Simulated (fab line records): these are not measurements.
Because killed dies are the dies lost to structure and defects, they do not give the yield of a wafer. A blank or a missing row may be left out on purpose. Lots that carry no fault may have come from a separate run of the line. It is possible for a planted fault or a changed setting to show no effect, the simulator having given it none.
fab line records	flow sky130
record lots=10	wafers=30	last_day=50
route steps=708 shown METAL2@499 VIA2@521 PAD_OPEN@708
lots that met no fault: from a run of the same line without faults
start_h: hours from the record's opening day to when the first of the lot's shown wafers began	wait_h: hours elapsed since this lot's preceding step	" same as the row above	L1.1+2: a row that stands for several wafers	- either no value or no given start	* or withheld: withheld	< > ~ a bound
route shown NAME@n: NAME is a module with steps in the file, n the number in the route of the first one	usual: mean/standard deviation of fault-free wafers	same: alike in all rows	chamber/n: place in a boat	sites: each site's reading	_std_site: their standard deviation	_edge_site: the outer-site mean with the inner-site mean subtracted	radius_mm: for every site, how far away it sits from the centre of the wafer	mask NAME#n: copy n	behind: the last tool/chamber to shape the wafer	hold: why the lot went on hold/how many hours it stayed there/how the hold came to an end	device: names the non-switching transistor (n, p or np)	end of line: the tests these same wafers got at the end of their route	step lacking rows: just its recipe	killed: count of dies lost to structure and defects at first sort (not the wafer's yield)	map: dies across one wafer; x = killed, . = not, _ = none there
set.NAME: the setting that was run; set.NAME@STEP: the one run at that earlier step	model.NAME: the simulator's own value behind a step, which no gauge read
the route's steps for a sample of lots (tables are steps, rows are wafers)
services: the hour from which a tool's chamber was out of use, counted from the record's first day as start_h (under 0 if before that day), plus the number of hours and why
## steps
# step SKY_METAL2_OVL_MEAS_16
# usual METAL2_OVL=1/5.6
lot.wafer	tool	chamber	start_h	wait_h	METAL2_OVL[nm]
L468.1	overlay-02	-	836.05	0.1	-10
L468.3	"	-	"	"	-3
L468.4	"	-	"	"	-7
L470.2	overlay-01	-	845.45	0.1	5
L470.4	"	-	"	"	4
L470.5	"	-	"	"	6
L471.1	overlay-02	-	852.95	0.1	6
L471.3	"	-	"	"	3
L471.6	"	-	"	"	4
L476.1	overlay-02	-	897.90	0.1	13
L476.2	"	-	"	"	6
L476.4	"	-	"	"	6
L477.1	overlay-02	-	902.25	0.1	2
L477.2	"	-	"	"	5
L477.3	"	-	"	"	8
L484.1	overlay-01	-	977.76	0.1	6
L484.5	"	-	"	"	-1
L484.6	"	-	"	"	-6
L486.1	overlay-01	-	988.95	0.1	-2
L486.3	"	-	"	"	-2
L486.4	"	-	"	"	1
L485.1	overlay-01	-	995.04	0.1	9
L485.2	"	-	"	"	4
L485.3	"	-	"	"	0
L488.1	overlay-01	-	997.06	0.1	-2
L488.3	"	-	"	"	-5
L488.6	"	-	"	"	1
L487.3	overlay-02	-	1003.13	0.1	-12
L487.4	"	-	"	"	-8
L487.5	"	-	"	"	-10
# step SKY_VIA2_ETCH_14
# recipe chemistry=N2/H2	target=BARC	ion_energy_ev=200	source_w=500	bias_w=100	pressure_mtorr=30	n2_flow_sccm=100	h2_flow_sccm=200	stop_on=SiO2	time_s=45.9	target_depth_a=600
# usual drypump_motor_current_A=5.4/0.52	oes_product_au=0.854/0.0045	throttle_valve_pct=13.226/0.0088
lot.wafer	tool	chamber	start_h	wait_h	drypump_motor_current_A	oes_product_au	rf_hours_counter_h	throttle_valve_pct
L468.1	rie_diel-01	1	863.84	0.0	5.2	0.852	24	13.217
L468.3	"	3	"	"	5.7	0.858	2	13.227
L468.4	"	0	"	"	5.7	0.853	25	13.229
L470.2	rie_diel-01	1	873.34	0.0	5.2	0.854	25	13.221
L470.4	"	0	"	"	5.7	0.854	25	13.237
L470.5	"	2	"	"	4.7	0.853	-	13.230
L471.1	rie_diel-03	3	881.23	0.0	5.2	0.856	3	13.225
L471.3	"	2	"	"	5.1	0.856	13	13.227
L471.6	"	3	"	"	5.2	0.853	-	13.219
L476.1	rie_diel-01	2	925.24	0.0	4.7	0.852	18	13.233
L476.2	"	3	"	"	5.7	0.862	4	13.232
L476.4	"	3	"	"	5.7	0.853	-	13.230
L477.1	rie_diel-01	2	928.99	0.0	4.7	0.858	18	13.239
L477.2	"	0	"	"	5.7	0.858	27	13.250
L477.3	"	1	"	"	5.2	0.858	27	13.238
L484.1	rie_diel-04	2	1002.79	0.0	5.3	0.859	16	13.230
L484.5	"	2	"	"	5.3	0.854	-	13.216
L484.6	"	3	"	"	5.6	0.852	-	13.214
L486.1	rie_diel-01	3	1013.25	0.0	5.7	0.855	8	13.221
L486.3	"	2	"	"	4.7	0.857	-	13.235
L486.4	"	3	"	"	5.7	0.851	-	13.228
L485.1	rie_diel-03	0	1018.64	0.0	6.4	0.855	11	13.220
L485.2	"	3	"	"	5.2	0.851	7	13.227
L485.3	"	1	"	"	6.4	0.851	16	13.227
L488.1	rie_diel-04	1	1021.10	0.0	6.0	0.858	8	13.232
L488.3	"	2	"	"	5.3	0.858	17	13.218
L488.6	"	1	"	"	6.0	0.854	-	13.222
L487.3	rie_diel-01	2	1027.04	0.0	4.7	0.845	22	13.219
L487.4	"	3	"	"	5.7	0.852	-	13.242
L487.5	"	0	"	"	5.7	0.857	-	13.234
# step SKY_VIA2_SPUTTER_20
# recipe material=TiN	target_thk_nm=20	chamber_pressure_pa=5	power_w=4000	time_s=80
# usual chamber_pressure_pa=5.000/0.0092	throttle_valve_pct=30.3/1.2
lot.wafer	tool	chamber	start_h	wait_h	chamber_pressure_pa	throttle_valve_pct
L468.1	pvd_sputter-01	-	864.54	0.0	5.000	30.4
L468.3	"	-	"	"	4.991	28.2
L468.4	"	-	"	"	5.023	29.9
L470.2	pvd_sputter-04	-	874.09	0.0	4.982	29.0
L470.4	"	-	"	"	5.009	29.5
L470.5	"	-	"	"	4.989	29.4
L471.1	pvd_sputter-01	-	882.04	0.0	4.999	31.4
L471.3	"	-	"	"	5.007	30.0
L471.6	"	-	"	"	5.004	30.2
L476.1	pvd_sputter-03	-	925.94	0.0	5.005	30.7
L476.2	"	-	"	"	5.007	30.5
L476.4	"	-	"	"	4.992	32.0
L477.1	pvd_sputter-01	-	929.69	0.0	4.998	30.0
L477.2	"	-	"	"	5.002	31.6
L477.3	"	-	"	"	4.987	28.3
L484.1	pvd_sputter-03	-	1003.53	0.0	5.003	30.5
L484.5	"	-	"	"	5.011	30.3
L484.6	"	-	"	"	5.006	32.3
L486.1	pvd_sputter-03	-	1014.03	0.0	5.003	29.1
L486.3	"	-	"	"	4.998	32.1
L486.4	"	-	"	"	4.988	30.8
L485.1	pvd_sputter-01	-	1019.34	0.0	4.995	31.6
L485.2	"	-	"	"	5.011	30.3
L485.3	"	-	"	"	4.994	29.7
L488.1	pvd_sputter-03	-	1021.80	0.0	5.005	29.4
L488.3	"	-	"	"	5.001	32.5
L488.6	"	-	"	"	4.990	29.2
L487.3	pvd_sputter-01	-	1027.74	0.0	4.999	30.5
L487.4	"	-	"	"	4.977	31.6
L487.5	"	-	"	"	4.990	31.5
# step SKY_VIA2_CVD_21
# recipe material=W	target_thk_nm=420	time_s=126.4	temp_c=400	pressure_torr=40
# usual heater_power_w=794/42
lot.wafer	tool	chamber	start_h	wait_h	heater_power_w
L468.1	cvd_w-01	1	864.60	0.0	748
L468.3	"	1	"	"	759
L468.4	"	0	"	"	789
L470.2	cvd_w-02	1	874.15	0.0	800
L470.4	"	1	"	"	814
L470.5	"	1	"	"	794
L471.1	cvd_w-01	1	882.10	0.0	743
L471.3	"	0	"	"	768
L471.6	"	0	"	"	766
L476.1	cvd_w-02	1	926.00	0.0	807
L476.2	"	0	"	"	820
L476.4	"	0	"	"	846
L477.1	cvd_w-02	0	929.75	0.0	823
L477.2	"	1	"	"	804
L477.3	"	0	"	"	847
L484.1	cvd_w-01	1	1003.59	0.0	714
L484.5	"	0	"	"	775
L484.6	"	1	"	"	712
L486.1	cvd_w-01	1	1014.09	0.0	711
L486.3	"	1	"	"	708
L486.4	"	0	"	"	729
L485.1	cvd_w-02	1	1019.40	0.0	827
L485.2	"	0	"	"	853
L485.3	"	1	"	"	820
L488.1	cvd_w-02	1	1021.86	0.0	832
L488.3	"	1	"	"	820
L488.6	"	1	"	"	811
L487.3	cvd_w-02	0	1027.84	0.1	846
L487.4	"	1	"	"	807
L487.5	"	1	"	"	801
# step SKY_VIA2_RS_MEAS_22
# recipe thk_meas_gauge=four-point-probe	reads=W_of_VIA2_CVD_21+TiN_of_VIA2_SPUTTER_20
# usual VIA2_W_RS=0.2724/0.0028
lot.wafer	tool	chamber	start_h	wait_h	VIA2_W_RS[ohm/sq]
L468.1	film_metro-03	-	864.73	0.1	0.2675
L468.3	"	-	"	"	0.2690
L468.4	"	-	"	"	0.2738
L470.2	film_metro-02	-	874.30	0.1	0.2747
L470.4	"	-	"	"	0.2735
L470.5	"	-	"	"	0.2757
L471.1	film_metro-02	-	882.23	0.1	0.2725
L471.3	"	-	"	"	0.2716
L471.6	"	-	"	"	0.2710
L476.1	film_metro-04	-	926.13	0.1	0.1554
L476.2	"	-	"	"	0.1562
L476.4	"	-	"	"	0.1546
L477.1	film_metro-04	-	929.88	0.1	0.1534
L477.2	"	-	"	"	0.1554
L477.3	"	-	"	"	0.1539
L484.1	film_metro-03	-	1003.72	0.1	0.2751
L484.5	"	-	"	"	0.2755
L484.6	"	-	"	"	0.2758
L486.1	film_metro-02	-	1014.22	0.1	0.2777
L486.3	"	-	"	"	0.2748
L486.4	"	-	"	"	0.2700
L485.1	film_metro-03	-	1019.53	0.1	0.2750
L485.2	"	-	"	"	0.2744
L485.3	"	-	"	"	0.2759
L488.1	film_metro-02	-	1021.99	0.1	0.2747
L488.3	"	-	"	"	0.2775
L488.6	"	-	"	"	0.2749
L487.3	film_metro-02	-	1027.97	0.1	0.2778
L487.4	"	-	"	"	0.2746
L487.5	"	-	"	"	0.2757
# step SKY_VIA2_THK_MEAS_23
# recipe thk_meas_gauge=xrf	reads=W_of_VIA2_CVD_21
# usual VIA2_W_THK=429/5.7
lot.wafer	tool	chamber	start_h	wait_h	VIA2_W_THK[nm]
L468.1	film_metro-03	-	864.85	0.1	434
L468.3	"	-	"	"	428
L468.4	"	-	"	"	425
L470.2	film_metro-02	-	874.41	0.1	430
L470.4	"	-	"	"	431
L470.5	"	-	"	"	428
L471.1	film_metro-02	-	882.35	0.1	434
L471.3	"	-	"	"	432
L471.6	"	-	"	"	436
L476.1	film_metro-04	-	926.25	0.1	-
L476.2	"	-	"	"	-
L476.4	"	-	"	"	-
L477.1	film_metro-04	-	930.00	0.1	-
L477.2	"	-	"	"	-
L477.3	"	-	"	"	-
L484.1	film_metro-03	-	1003.84	0.1	421
L484.5	"	-	"	"	420
L484.6	"	-	"	"	421
L486.1	film_metro-02	-	1014.34	0.1	429
L486.3	"	-	"	"	437
L486.4	"	-	"	"	439
L485.1	film_metro-03	-	1019.65	0.1	422
L485.2	"	-	"	"	424
L485.3	"	-	"	"	420
L488.1	film_metro-02	-	1022.11	0.1	435
L488.3	"	-	"	"	430
L488.6	"	-	"	"	438
L487.3	film_metro-02	-	1028.07	0.1	430
L487.4	"	-	"	"	436
L487.5	"	-	"	"	434
# step SKY_VIA2_CMP_24
# recipe stop_on=SiO2	t_overpolish_s=20	down_force_psi=3.5	platen_rpm=60	target_thk_nm=0	pad_velocity_m_s=0.94248
# usual motor_current_A=11.7/0.75	slurry_flow_ml_min=150.0/0.46	time_to_endpoint_s=101/4.3
lot.wafer	tool	chamber	start_h	wait_h	motor_current_A	slurry_flow_ml_min	time_to_endpoint_s
L468.4	cmp-01	0	864.91	0.0	11.6	150.5	98
L468.1	"	2	"	"	12.3	150.5	106
L468.3	"	3	"	"	10.9	150.0	96
L470.4	cmp-01	1	874.46	0.0	12.2	150.1	103
L470.2	"	2	"	"	12.3	150.4	103
L470.5	"	2	"	"	12.1	149.7	101
L471.3	cmp-01	1	882.51	0.1	11.4	149.8	106
L471.1	"	2	"	"	12.8	150.5	103
L471.6	"	0	"	"	11.1	151.2	105
L476.2	cmp-01	0	926.32	0.0	11.8	150.6	178
L476.4	"	2	"	"	11.9	149.9	184
L476.1	"	3	"	"	11.4	149.9	180
L477.3	cmp-02	1	930.06	0.0	11.6	149.8	198
L477.1	"	3	"	"	10.5	150.1	180
L477.2	"	0	"	"	11.5	149.5	181
L484.1	cmp-01	1	1004.00	0.1	10.9	150.8	102
L484.6	"	3	"	"	11.5	149.8	99
L484.5	"	0	"	"	11.6	150.8	96
L486.3	cmp-02	0	1014.46	0.1	12.0	149.4	104
L486.1	"	1	"	"	11.5	149.8	107
L486.4	"	2	"	"	13.8	150.6	104
L485.3	cmp-01	3	1019.71	0.0	11.8	149.2	98
L485.2	"	1	"	"	11.3	150.4	102
L485.1	"	2	"	"	12.5	149.2	101
L488.1	cmp-01	2	1022.17	0.1	12.6	150.4	103
L488.3	"	1	"	"	11.2	149.5	102
L488.6	"	3	"	"	12.0	149.4	101
L487.4	cmp-01	0	1028.11	0.0	10.9	149.7	97
L487.3	"	1	"	"	11.6	150.4	98
L487.5	"	0	"	"	11.4	150.0	98
# step SKY_PAD_OPEN_PROBE_99
# usual defect_limited_yield=82.5/1.9	killed_at_M0_to_M3=44/7.3	killed_at_M4_up=3.2/1.8	killed_at_contacts=24/5.4	killed_at_front_end=16/4.4	killed_at_other=0.3/0.48	killed_dies=86/9.5	killed_on_rim=17/4	killed_open=47/7.7	killed_short=39/6.4	sort_bin_3_pad_short=0.9/0.41	sort_bin_5_function=10.4/1.5	sort_bin_6_memory=6.2/1.1	sort_n_pass=406/9.5	sort_yield_pct=82.5/1.9
# same gross_dies=492	killed_at_back_side=0	sort_bin_4_leakage[%]=0	sort_bin_8_speed[%]=0
lot.wafer	tool	chamber	start_h	wait_h	defect_limited_yield[%]	killed_at_M0_to_M3	killed_at_M4_up	killed_at_contacts	killed_at_front_end	killed_at_other	killed_dies	killed_on_rim	killed_open	killed_short	sort_bin_3_pad_short[%]	sort_bin_5_function[%]	sort_bin_6_memory[%]	sort_n_pass	sort_yield_pct[%]
L468.1	prober-01	-	1085.59	0.1	82.1	46	1	28	13	0	88	19	56	32	0.6	10.6	6.7	404	82.1
L468.3	prober-01	-	1085.69	0.2	81.3	36	6	33	17	0	92	19	46	46	1.0	10.4	7.3	400	81.3
L468.4	prober-01	-	1085.74	0.2	81.9	48	5	25	11	0	89	19	46	43	0.2	12.2	5.7	403	81.9
L470.2	prober-01	-	1097.62	0.1	81.1	42	10	23	18	0	93	17	42	51	1.0	11.0	6.9	399	81.1
L470.4	prober-01	-	1097.72	0.2	85.0	40	0	14	20	0	74	9	46	28	0.4	9.3	5.3	418	85.0
L470.5	prober-01	-	1097.77	0.2	80.7	48	3	25	18	1	95	17	54	41	1.0	11.4	6.9	397	80.7
L471.1	prober-02	-	1102.19	0.1	81.5	35	4	26	26	0	91	17	54	37	0.8	11.2	6.5	401	81.5
L471.3	prober-02	-	1102.29	0.2	84.8	31	4	21	17	2	75	10	37	38	0.6	7.5	7.1	417	84.8
L471.6	prober-02	-	1102.44	0.2	80.5	53	3	18	22	0	96	20	51	45	0.8	9.6	9.1	396	80.5
L476.1	prober-01	-	1134.40	0.1	86.0	35	2	20	12	0	69	17	41	28	0.8	7.5	5.7	423	86.0
L476.2	prober-01	-	1134.45	0.1	82.7	37	0	27	21	0	85	21	45	40	1.2	8.3	7.7	407	82.7
L476.4	prober-01	-	1134.55	0.2	84.8	32	2	21	19	1	75	12	42	33	0.8	8.3	6.1	417	84.8
L477.1	prober-02	-	1139.94	0.1	82.1	39	4	31	14	0	88	11	61	27	0.6	10.6	6.7	404	82.1
L477.2	prober-02	-	1139.99	0.1	82.3	36	4	32	15	0	87	18	43	44	1.6	11.2	4.9	405	82.3
L477.3	prober-02	-	1140.04	0.2	84.1	35	2	29	11	1	78	17	44	34	1.0	10.0	4.9	414	84.1
L484.1	prober-01	-	1191.26	0.1	84.3	46	4	17	9	1	77	22	42	35	0.8	10.0	4.9	415	84.3
L484.5	prober-01	-	1191.46	0.2	83.5	44	1	20	16	0	81	21	45	36	1.0	10.2	5.3	411	83.5
L484.6	prober-01	-	1191.51	0.2	80.9	56	4	13	21	0	94	15	49	45	1.4	10.8	6.9	398	80.9
L486.1	prober-02	-	1200.59	0.1	80.3	55	1	23	18	0	97	12	55	42	0.8	11.0	7.9	395	80.3
L486.3	prober-02	-	1200.69	0.2	81.7	57	2	20	10	1	90	24	48	42	1.6	9.6	7.1	402	81.7
L486.4	prober-02	-	1200.74	0.2	81.9	49	4	18	17	1	89	21	49	40	0.8	10.0	7.3	403	81.9
L485.1	prober-01	-	1203.29	0.1	79.9	58	5	21	15	0	99	16	52	47	1.4	11.6	7.1	393	79.9
L485.2	prober-01	-	1203.34	0.1	79.9	42	7	37	12	1	99	29	61	38	0.8	12.2	7.1	393	79.9
L485.3	prober-01	-	1203.39	0.2	79.1	56	4	34	9	0	103	24	56	47	1.6	13.4	5.9	389	79.1
L488.1	prober-02	-	1204.15	0.1	83.7	38	2	19	20	1	80	17	40	40	0.6	8.3	7.3	412	83.7
L488.3	prober-02	-	1204.25	0.2	82.3	46	3	14	24	0	87	17	43	44	1.2	8.3	8.1	405	82.3
L488.6	prober-02	-	1204.40	0.2	83.3	38	3	15	26	0	82	15	38	44	0.6	8.7	7.3	410	83.3
L487.3	prober-01	-	1208.77	0.2	83.7	40	0	23	17	0	80	14	44	36	1.4	10.4	4.5	412	83.7
L487.4	prober-01	-	1208.82	0.2	83.9	36	4	24	14	1	79	14	36	43	0.2	11.0	4.9	413	83.9
L487.5	prober-01	-	1208.87	0.2	82.3	52	2	16	16	1	87	16	47	40	1.8	10.0	5.9	405	82.3
# killed by level:class
L468.1 VIA1:geometric_particle:open=18 CONTACT:geometric_particle:open=10 LI_CONTACT:geometric_particle:open=7 METAL1:geometric_particle:short=6 VIA2:geometric_particle:open=6 CONTACT:geometric_particle:short=5 METAL2:geometric_particle:short=4 VIA1:geometric_particle:short=4
L468.3 CONTACT:geometric_particle:open=10 CONTACT:geometric_particle:short=9 VIA1:geometric_particle:open=7 VIA2:geometric_particle:open=7 LOCAL_INTERCONNECT:geometric_particle:short=6 POLY_GATE:geometric_particle:short=5 POLY_GATE:geometric_particle:open=5 METAL2:geometric_particle:short=4
L468.4 VIA1:geometric_particle:open=15 CONTACT:geometric_particle:open=9 VIA1:geometric_particle:short=7 LOCAL_INTERCONNECT:geometric_particle:short=5 CONTACT:geometric_particle:short=5 METAL2:geometric_particle:short=5 VIA3:geometric_particle:open=5 LI_CONTACT:geometric_particle:open=4
L470.2 METAL4:geometric_particle:short=9 CONTACT:geometric_particle:open=8 VIA1:geometric_particle:open=8 METAL2:geometric_particle:short=7 VIA2:geometric_particle:open=7 LI_CONTACT:geometric_particle:open=6 CONTACT:geometric_particle:short=6 FIELD_ISO:geometric_particle:open=5
L470.4 VIA1:geometric_particle:open=10 VIA3:geometric_particle:open=6 LI_CONTACT:geometric_particle:open=5 VIA1:geometric_particle:short=5 VIA2:geometric_particle:open=5 FIELD_ISO:geometric_particle:open=4 FIELD_ISO:geometric_particle:short=4 POLY_GATE:geometric_particle:open=4
L470.5 VIA1:geometric_particle:open=11 LI_CONTACT:geometric_particle:open=9 VIA3:geometric_particle:open=9 VIA1:geometric_particle:short=6 CONTACT:geometric_particle:open=6 POLY_GATE:geometric_particle:short=5 LOCAL_INTERCONNECT:geometric_particle:short=5 FIELD_ISO:geometric_particle:open=4
L471.1 CONTACT:geometric_particle:open=12 VIA1:geometric_particle:open=10 FIELD_ISO:geometric_particle:open=9 FIELD_ISO:geometric_particle:short=7 LI_CONTACT:geometric_particle:open=7 POLY_GATE:geometric_particle:short=5 VIA2:geometric_particle:open=5 CONTACT:geometric_particle:short=4
L471.3 CONTACT:geometric_particle:open=9 VIA3:geometric_particle:short=5 VIA1:geometric_particle:short=5 VIA1:geometric_particle:open=5 FIELD_ISO:geometric_particle:short=4 FIELD_ISO:geometric_particle:open=4 LI_CONTACT:geometric_particle:short=4 CONTACT:geometric_particle:short=4
L471.6 VIA1:geometric_particle:open=11 VIA2:geometric_particle:short=8 METAL2:geometric_particle:short=8 CONTACT:geometric_particle:open=7 FIELD_ISO:geometric_particle:open=6 CONTACT:geometric_particle:short=6 METAL1:geometric_particle:short=5 VIA1:geometric_particle:short=5
L476.1 CONTACT:geometric_particle:open=8 VIA1:geometric_particle:short=8 VIA1:geometric_particle:open=8 LI_CONTACT:geometric_particle:open=7 POLY_GATE:geometric_particle:short=5 VIA3:geometric_particle:open=5 METAL2:geometric_particle:short=3 VIA2:geometric_particle:open=3
L476.2 CONTACT:geometric_particle:open=16 POLY_GATE:geometric_particle:short=6 METAL1:geometric_particle:short=6 VIA1:geometric_particle:open=6 METAL2:geometric_particle:short=6 POLY_GATE:geometric_particle:open=5 VIA2:geometric_particle:open=5 FIELD_ISO:geometric_particle:short=4
L476.4 VIA1:geometric_particle:open=8 CONTACT:geometric_particle:open=8 LI_CONTACT:geometric_particle:open=6 METAL1:geometric_particle:short=6 POLY_GATE:geometric_particle:short=5 POLY_GATE:geometric_particle:open=4 LI_CONTACT:geometric_particle:short=4 VIA2:geometric_particle:open=4
L477.1 CONTACT:geometric_particle:open=14 VIA2:geometric_particle:open=11 VIA1:geometric_particle:open=8 VIA3:geometric_particle:open=7 POLY_GATE:geometric_particle:open=6 LI_CONTACT:geometric_particle:open=6 METAL1:geometric_particle:short=4 METAL2:geometric_particle:short=4
L477.2 VIA1:geometric_particle:open=11 CONTACT:geometric_particle:open=11 LOCAL_INTERCONNECT:geometric_particle:short=9 VIA1:geometric_particle:short=6 CONTACT:geometric_particle:short=5 METAL2:geometric_particle:short=5 POLY_GATE:geometric_particle:short=4 POLY_GATE:geometric_particle:open=4
L477.3 CONTACT:geometric_particle:open=11 LI_CONTACT:geometric_particle:open=8 VIA2:geometric_particle:open=7 VIA3:geometric_particle:open=7 POLY_GATE:geometric_particle:open=4 LI_CONTACT:geometric_particle:short=4 VIA1:geometric_particle:open=4 METAL2:geometric_particle:short=4
L484.1 VIA2:geometric_particle:open=10 CONTACT:geometric_particle:open=9 VIA3:geometric_particle:open=7 VIA1:geometric_particle:open=6 POLY_GATE:geometric_particle:short=5 METAL3:geometric_particle:short=5 LI_CONTACT:geometric_particle:open=4 VIA1:geometric_particle:short=4
L484.5 CONTACT:geometric_particle:open=7 VIA3:geometric_particle:open=7 METAL1:geometric_particle:short=6 VIA1:geometric_particle:open=6 VIA2:geometric_particle:open=6 LI_CONTACT:geometric_particle:open=5 LOCAL_INTERCONNECT:geometric_particle:short=5 VIA2:geometric_particle:short=4
L484.6 VIA1:geometric_particle:open=18 VIA2:geometric_particle:open=9 FIELD_ISO:geometric_particle:short=6 VIA3:geometric_particle:open=6 METAL1:geometric_particle:short=5 CONTACT:geometric_particle:open=5 VIA1:geometric_particle:short=4 METAL2:geometric_particle:short=4
L486.1 VIA2:geometric_particle:open=15 VIA1:geometric_particle:open=13 CONTACT:geometric_particle:open=10 FIELD_ISO:geometric_particle:short=8 METAL2:geometric_particle:short=8 LOCAL_INTERCONNECT:geometric_particle:short=6 VIA3:geometric_particle:open=6 METAL1:geometric_particle:short=4
L486.3 VIA1:geometric_particle:open=14 VIA2:geometric_particle:open=10 CONTACT:geometric_particle:open=7 VIA3:geometric_particle:open=7 CONTACT:geometric_particle:short=6 VIA2:geometric_particle:short=5 METAL1:geometric_particle:short=5 VIA1:geometric_particle:short=5
L486.4 VIA2:geometric_particle:open=12 VIA1:geometric_particle:open=11 VIA1:geometric_particle:short=7 VIA2:geometric_particle:short=5 FIELD_ISO:geometric_particle:open=4 POLY_GATE:geometric_particle:open=4 LI_CONTACT:geometric_particle:short=4 LI_CONTACT:geometric_particle:open=4
L485.1 VIA1:geometric_particle:open=12 VIA2:geometric_particle:open=11 METAL2:geometric_particle:short=10 METAL1:geometric_particle:short=7 VIA3:geometric_particle:open=6 CONTACT:geometric_particle:short=5 CONTACT:geometric_particle:open=5 FIELD_ISO:geometric_particle:open=4
L485.2 CONTACT:geometric_particle:open=13 VIA1:geometric_particle:open=11 LI_CONTACT:geometric_particle:open=10 VIA3:geometric_particle:open=10 CONTACT:geometric_particle:short=6 VIA2:geometric_particle:open=6 METAL1:geometric_particle:short=6 LOCAL_INTERCONNECT:geometric_particle:short=5
L485.3 VIA2:geometric_particle:open=14 VIA1:geometric_particle:open=12 CONTACT:geometric_particle:open=10 CONTACT:geometric_particle:short=8 LOCAL_INTERCONNECT:geometric_particle:short=5 METAL2:geometric_particle:short=5 LI_CONTACT:geometric_particle:open=4 LI_CONTACT:geometric_particle:short=4
L488.1 CONTACT:geometric_particle:open=11 VIA2:geometric_particle:open=11 FIELD_ISO:geometric_particle:short=6 FIELD_ISO:geometric_particle:open=5 METAL1:geometric_particle:short=4 VIA1:geometric_particle:short=4 METAL2:geometric_particle:short=4 LOCAL_INTERCONNECT:geometric_particle:short=3
L488.3 FIELD_ISO:geometric_particle:short=8 VIA2:geometric_particle:open=7 VIA1:geometric_particle:open=7 VIA3:geometric_particle:open=7 FIELD_ISO:geometric_particle:open=6 METAL2:geometric_particle:short=6 METAL1:geometric_particle:short=6 CONTACT:geometric_particle:open=5
L488.6 FIELD_ISO:geometric_particle:short=13 VIA1:geometric_particle:open=8 METAL2:geometric_particle:short=7 VIA3:geometric_particle:open=6 FIELD_ISO:geometric_particle:open=5 CONTACT:geometric_particle:short=5 CONTACT:geometric_particle:open=5 LOCAL_INTERCONNECT:geometric_particle:short=3
L487.3 VIA1:geometric_particle:open=17 CONTACT:geometric_particle:open=8 LI_CONTACT:geometric_particle:open=5 VIA2:geometric_particle:open=5 VIA1:geometric_particle:short=5 SPACER:geometric_particle:short=4 LOCAL_INTERCONNECT:geometric_particle:short=4 METAL1:geometric_particle:short=4
L487.4 VIA1:geometric_particle:open=11 CONTACT:geometric_particle:short=9 CONTACT:geometric_particle:open=8 METAL1:geometric_particle:short=6 POLY_GATE:geometric_particle:short=4 VIA2:geometric_particle:short=4 VIA2:geometric_particle:open=4 VIA3:geometric_particle:short=4
L487.5 METAL2:geometric_particle:short=10 VIA2:geometric_particle:open=8 LI_CONTACT:geometric_particle:open=7 VIA3:geometric_particle:open=7 VIA1:geometric_particle:open=7 VIA2:geometric_particle:short=6 VIA1:geometric_particle:short=6 POLY_GATE:geometric_particle:open=5
## services
tool	chamber	start_h	hours	kind
cmp-01	-	840.13	5.9	pm
pvd_sputter-03	-	852.90	2.4	repair
pvd_sputter-03	-	859.39	0.8	repair
cvd_w-02	-	886.81	1.4	repair
cmp-01	-	887.32	1.3	repair
cvd_w-01	-	889.82	6.9	pm
cmp-01	-	892.62	13.6	pm
rie_diel-03	0	900.14	3.5	repair
cvd_w-01	-	904.00	14.0	pm
cmp-02	-	906.44	1.8	repair
rie_diel-01	-	906.66	1.5	repair
rie_diel-01	0	906.69	19.8	repair
cvd_w-01	1	910.61	14.4	repair
pvd_sputter-04	-	913.26	2.2	repair
cmp-01	-	913.40	4.0	pm
cmp-02	-	918.30	0.5	repair
rie_diel-04	2	918.76	6.1	repair
rie_diel-03	1	930.45	2.5	repair
pvd_sputter-01	-	939.47	6.4	repair
cmp-01	-	944.64	1.3	repair
cmp-02	-	946.01	2.4	repair
cmp-02	-	954.34	1.3	repair
cmp-01	-	970.09	0.9	repair
rie_diel-01	1	1005.26	24.7	repair
## key
first_sign step=SKY_VIA2_RS_MEAS_22	reading=VIA2_W_RS	direction=down	sigmas=41	usual=0.2724	struck=0.1548
effect step=SKY_VIA2_THK_MEAS_23	reading=VIA2_W_THK	direction=missing
effect step=SKY_VIA2_CMP_24	reading=time_to_endpoint_s	direction=up	sigmas=19	usual=*	struck=*
met_at SKY_VIA2_CVD_21
struck_lots L476,L477
not_acting_at SKY_METAL2_OVL_MEAS_16,SKY_VIA2_ETCH_14,SKY_VIA2_SPUTTER_20
onset_between 874.15 926.00
fault kind=process_parameter_drift	tool=cvd_w-02	chamber=-	onset_h=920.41	steps=SKY_VIA2_CVD_21	channel=target_thk_nm	offset=313.4	shape=step	end_h=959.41	acts_in=these_recipes_only	stated=420
